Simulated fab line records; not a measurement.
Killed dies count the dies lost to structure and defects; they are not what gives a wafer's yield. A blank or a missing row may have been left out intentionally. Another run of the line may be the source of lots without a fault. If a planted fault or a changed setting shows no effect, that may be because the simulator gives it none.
fab line records    flow sky130    part 2 of 2: steps 32 to 44 of 44
record: lots: 5  wafers: 15  last-day: 50
route steps=708 shown VT_ADJUST_HVTR@141 VT_ADJUST_PCH@143 SONOS_TUNNEL@154 SONOS_ONO@168
lots untouched by any fault: they come from a run of this same line in which no faults occurred
start-h: hours from the record's first day to the start of the lot's first wafer shown    wait-h: time in hours since the lot's previous step    " as in the row above    L1.1+2: a single row standing in for several wafers    - either no value or no given start    * or withheld: withheld    < > ~ a bound
route shown NAME@n: NAME is a module with steps in the file, n the number in the route of the first one    usual: mean/standard deviation of fault-free wafers    same: alike in all rows    chamber/n: place in a boat    sites: the reading at each site    _std_site: standard deviation across them    _edge_site: inner sites' mean taken away from outer sites' mean    radius-mm: how far each site lies from the wafer's centre    mask NAME#n: copy n    behind: tool/chamber where the wafer was last shaped    hold: why the lot went on hold/how many hours it stayed there/how the hold came to an end    device: whichever transistor did not switch (one of n, p or np)    end of line: at the end of the route, the tests of the same wafers    a step given without rows: its recipe and nothing more    killed: dies that structure and defects cost at the first sort, which is not the same as the wafer's yield    map: shows each die of a wafer: x if killed, . if not, _ if none is there
set.NAME: setting as actually run; set.NAME@STEP: the setting as run at that earlier step    model.NAME: the simulator's own value behind a step, which no gauge read
a table for each step, a row for each wafer; lots at some steps of the route
services: when a tool's chamber went out of use (start-h, in hours from the record's first day, below 0 if earlier), for how many hours, and the reason
== steps ==
step: SKY_SONOS_ONO_CVD_04
recipe: material: SiO2  precursor: SiH4/N2O  target-thk-nm: 5.7199  temp-c: 900  pressure-mtorr: 400
usual: spike-tc-lower-C: 900.5/0.91  spike-tc-top-C: 910.9/1.4  zone-power-upper-pct: 18.6/1.3
lot.wafer  tool      chamber  start-h  wait-h  spike-tc-lower-C  spike-tc-top-C  zone-power-upper-pct
L078.1     lpcvd-03  1        285.30   0.1     899.6             912.0           16.9
L078.3     "         1        "        "       900.1             911.6           17.5
L078.5     "         1        "        "       900.0             910.9           17.1
L081.3     lpcvd-03  0        310.57   0.0     900.5             911.1           19.6
L081.4     "         0        "        "       899.8             912.4           20.3
L081.5     "         0        "        "       900.7             911.5           20.0
L093.2     lpcvd-03  1        413.39   0.0     901.2             912.6           17.4
L093.4     "         1        "        "       901.0             913.0           17.4
L093.6     "         1        "        "       899.8             912.7           17.2
L095.1     lpcvd-03  1        425.42   0.1     899.9             911.2           17.6
L095.2     "         1        "        "       899.6             912.5           17.2
L095.6     "         1        "        "       900.0             910.2           17.4
L096.1     lpcvd-03  1        433.63   0.1     898.1             910.8           17.5
L096.5     "         1        "        "       901.3             911.9           17.4
L096.6     "         1        "        "       902.1             913.3           17.5
step: SKY_SONOS_ONO_THK_MEAS_05
recipe: reads: SiO2_of_SONOS_ONO_CVD_04
usual: SONOS_ONO_CVD_04_THK: 5.76/0.11
lot.wafer  tool           chamber  start-h  wait-h  SONOS_ONO_CVD_04_THK[nm]
L078.1     film-metro-03  -        286.55   0.0     5.87
L078.3     "              -        "        "       5.92
L078.5     "              -        "        "       6.00
L081.3     film-metro-01  -        311.84   0.0     5.78
L081.4     "              -        "        "       5.80
L081.5     "              -        "        "       5.89
L093.2     film-metro-01  -        414.65   0.0     5.47
L093.4     "              -        "        "       5.74
L093.6     "              -        "        "       5.58
L095.1     film-metro-01  -        426.67   0.0     5.88
L095.2     "              -        "        "       5.70
L095.6     "              -        "        "       5.71
L096.1     film-metro-04  -        434.88   0.0     5.90
L096.5     "              -        "        "       5.83
L096.6     "              -        "        "       5.90
step: SKY_SONOS_ONO_DEHYDRATE_06
recipe: temp-c: 200  time-s: 60
lot.wafer   tool            chamber  start-h  wait-h
L078.1+3+5  litho-track-04  0        297.93   11.4
L081.3+4+5  litho-track-04  0        323.63   11.8
L093.2+4+6  litho-track-04  0        428.30   13.6
L095.1+2+6  litho-track-04  0        440.23   13.5
L096.1+5+6  litho-track-01  0        449.41   14.5
step: SKY_SONOS_ONO_HMDS_07
recipe: prime-time-s: 60  prime-temp-c: 120
lot.wafer   tool            chamber  start-h  wait-h
L078.1+3+5  litho-track-04  0        298.08   0.1
L081.3+4+5  litho-track-04  0        323.78   0.1
L093.2+4+6  litho-track-04  0        428.45   0.1
L095.1+2+6  litho-track-04  0        440.38   0.1
L096.1+5+6  litho-track-01  0        449.56   0.1
step: SKY_SONOS_ONO_COAT_08
recipe: resist: NOVOLAK  spin-rpm: 3000  resist-thk-nm: 1140
usual: dispense-pressure-kPa: 48/7.1
lot.wafer  tool            chamber  start-h  wait-h  dispense-pressure-kPa
L078.1     litho-track-04  0        298.23   0.1     54
L078.3     "               0        "        "       54
L078.5     "               0        "        "       54
L081.3     litho-track-04  0        323.93   0.1     54
L081.4     "               0        "        "       54
L081.5     "               0        "        "       54
L093.2     litho-track-04  0        428.60   0.1     54
L093.4     "               0        "        "       54
L093.6     "               0        "        "       54
L095.1     litho-track-04  0        440.53   0.1     54
L095.2     "               0        "        "       54
L095.6     "               0        "        "       54
L096.1     litho-track-01  0        449.71   0.1     40
L096.5     "               0        "        "       40
L096.6     "               0        "        "       40
step: SKY_SONOS_ONO_SOFTBAKE_09
recipe: temp-c: 90  time-s: 60  resist: NOVOLAK
lot.wafer   tool            chamber  start-h  wait-h
L078.1+3+5  litho-track-04  0        298.38   0.1
L081.3+4+5  litho-track-04  0        324.08   0.1
L093.2+4+6  litho-track-04  0        428.75   0.1
L095.1+2+6  litho-track-04  0        440.68   0.1
L096.1+5+6  litho-track-01  0        449.86   0.1
step: SKY_SONOS_ONO_EXPOSE_10
recipe: mask-id: ONOM  target-cd-nm: 410  na: 0.6  source-shape: conventional  sigma-outer: 0.6  dose-mj: 150
lot.wafer   tool              chamber  start-h  wait-h  mask
L078.1+3+5  iline-stepper-01  0        -        -       ONOM#0
L081.3+4+5  iline-stepper-02  0        -        -       ONOM#0
L093.2+4+6  iline-stepper-01  0        -        -       ONOM#0
L095.1+2+6  iline-stepper-02  0        -        -       ONOM#0
L096.1+5+6  iline-stepper-02  0        -        -       ONOM#0
step: SKY_SONOS_ONO_PEB_11
recipe: temp-c: withheld  time-s: *  resist: NOVOLAK
lot.wafer   tool            chamber  start-h  wait-h
L078.1+3+5  litho-track-04  0        -        -
L081.3+4+5  litho-track-01  0        -        -
L093.2+4+6  litho-track-01  0        -        -
L095.1+2+6  litho-track-04  0        -        -
L096.1+5+6  litho-track-04  0        -        -
step: SKY_SONOS_ONO_DEVELOP_12
recipe: develop-time-s: 60  dev-temp-c: 23
lot.wafer   tool            chamber  start-h  wait-h
L078.1+3+5  litho-track-04  0        311.53   0.1
L081.3+4+5  litho-track-01  0        337.46   0.1
L093.2+4+6  litho-track-01  0        443.83   0.1
L095.1+2+6  litho-track-04  0        455.38   0.1
L096.1+5+6  litho-track-04  0        464.68   0.1
step: SKY_SONOS_ONO_CD_MEAS_13
recipe: target-cd-nm: 410
usual: cd-nm: 410.1/2.6
lot.wafer  tool       chamber  start-h  wait-h  cd-nm
L078.1     cd-sem-02  -        311.68   0.1     411.9
L078.3     "          -        "        "       411.6
L078.5     "          -        "        "       413.4
L081.3     cd-sem-01  -        337.60   0.1     407.9
L081.4     "          -        "        "       408.2
L081.5     "          -        "        "       408.3
L093.2     cd-sem-02  -        443.98   0.1     410.1
L093.4     "          -        "        "       410.5
L093.6     "          -        "        "       411.3
L095.1     cd-sem-02  -        455.53   0.1     408.9
L095.2     "          -        "        "       410.7
L095.6     "          -        "        "       408.7
L096.1     cd-sem-02  -        464.83   0.1     411.3
L096.5     "          -        "        "       411.1
L096.6     "          -        "        "       411.7
step: SKY_SONOS_ONO_OVL_MEAS_14
usual: SONOS_ONO_OVL: 0.2/1.1
lot.wafer  tool        chamber  start-h  wait-h  SONOS_ONO_OVL[nm]
L078.1     overlay-02  -        311.80   0.1     0.7
L078.3     "           -        "        "       -1.0
L078.5     "           -        "        "       -1.5
L081.3     overlay-02  -        337.69   0.1     -0.1
L081.4     "           -        "        "       0.9
L081.5     "           -        "        "       2.0
L093.2     overlay-02  -        444.08   0.1     -2.1
L093.4     "           -        "        "       -1.6
L093.6     "           -        "        "       0.1
L095.1     overlay-01  -        455.65   0.1     2.7
L095.2     "           -        "        "       0.1
L095.6     "           -        "        "       0.2
L096.1     overlay-01  -        464.95   0.1     -0.5
L096.5     "           -        "        "       0.3
L096.6     "           -        "        "       -0.6
step: SKY_SONOS_ONO_ETCH_15
recipe: target-depth-nm: 19.52  chemistry: CHF3/O2  source-w: 600  bias-w: 200  pressure-mtorr: 40  chf3-flow-sccm: 50  O2_flow_sccm: 5  time-s: 7.8
usual: drypump-motor-current-A: 5.4/0.49  oes-product-au: 1.003/0.0085  throttle-valve-pct: 8.826/0.0098
lot.wafer  tool         chamber  start-h  wait-h  drypump-motor-current-A  oes-product-au  rf-hours-counter-h  throttle-valve-pct
L078.1     rie-diel-04  2        311.83   0.0     4.9                      1.007           12                  8.824
L078.3     "            1        "        "       4.9                      1.019           51                  8.825
L078.5     "            2        "        "       4.9                      1.006           -                   8.824
L081.3     rie-diel-04  2        337.71   0.0     4.9                      0.998           13                  8.832
L081.4     "            3        "        "       5.9                      1.012           115                 8.823
L081.5     "            1        "        "       5.0                      1.013           -                   8.825
L093.2     rie-diel-04  1        444.11   0.0     5.0                      1.010           54                  8.839
L093.4     "            0        "        "       5.4                      1.003           39                  8.836
L093.6     "            1        "        "       5.0                      1.011           -                   8.845
L095.1     rie-diel-02  1        455.68   0.0     5.1                      1.013           67                  8.818
L095.2     "            2        "        "       6.4                      1.004           56                  8.822
L095.6     "            0        "        "       6.0                      0.994           -                   8.821
L096.1     rie-diel-02  2        464.98   0.0     6.4                      0.985           56                  8.837
L096.5     "            3        "        "       5.4                      0.996           -                   8.824
L096.6     "            2        "        "       6.4                      0.995           -                   8.825
step: SKY_SONOS_ONO_WET_ETCH_16
recipe: chemistry: dHF  target-depth-nm: 14  dry: n2-spin  target: SiO2  dilution: 100:1  temp-c: 25.59  time-s: 280
lot.wafer   tool          chamber  start-h  wait-h
L078.1+3+5  wet-bench-01  0        311.86   0.0
L081.3+4+5  wet-bench-01  2        337.73   0.0
L093.2+4+6  wet-bench-01  3        444.13   0.0
L095.1+2+6  wet-bench-01  2        455.70   0.0
L096.1+5+6  wet-bench-02  3        465.00   0.0
== services ==
tool              chamber  start-h  hours  kind
iline-stepper-01  -        212.49   1.7    pm
furnace-01        -        221.44   4.2    pm
wet-bench-01      -        224.10   5.9    repair
plasma-asher-01   -        228.18   14.6   pm
implanter-03      -        248.52   6.2    pm
plasma-asher-02   -        252.73   0.9    repair
implanter-03      -        269.65   3.3    repair
plasma-asher-01   -        271.71   2.8    pm
plasma-asher-01   -        284.23   0.6    repair
iline-stepper-02  -        285.62   1.5    repair
lpcvd-02          -        301.56   6.1    pm
wet-bench-02      -        303.24   2.9    repair
plasma-asher-01   -        308.17   28.1   pm
implanter-02      -        309.21   5.5    pm
lpcvd-02          -        310.51   4.3    pm
lpcvd-03          -        334.40   14.6   pm
lpcvd-02          -        349.18   0.3    repair
furnace-01        -        358.25   3.6    pm
iline-stepper-02  -        359.62   1.7    pm
furnace-01        -        361.86   58.1   pm
wet-bench-03      -        386.87   4.4    pm
iline-stepper-01  -        393.43   20.8   repair
iline-stepper-01  -        430.67   1.7    pm
plasma-asher-01   -        440.68   2.9    repair
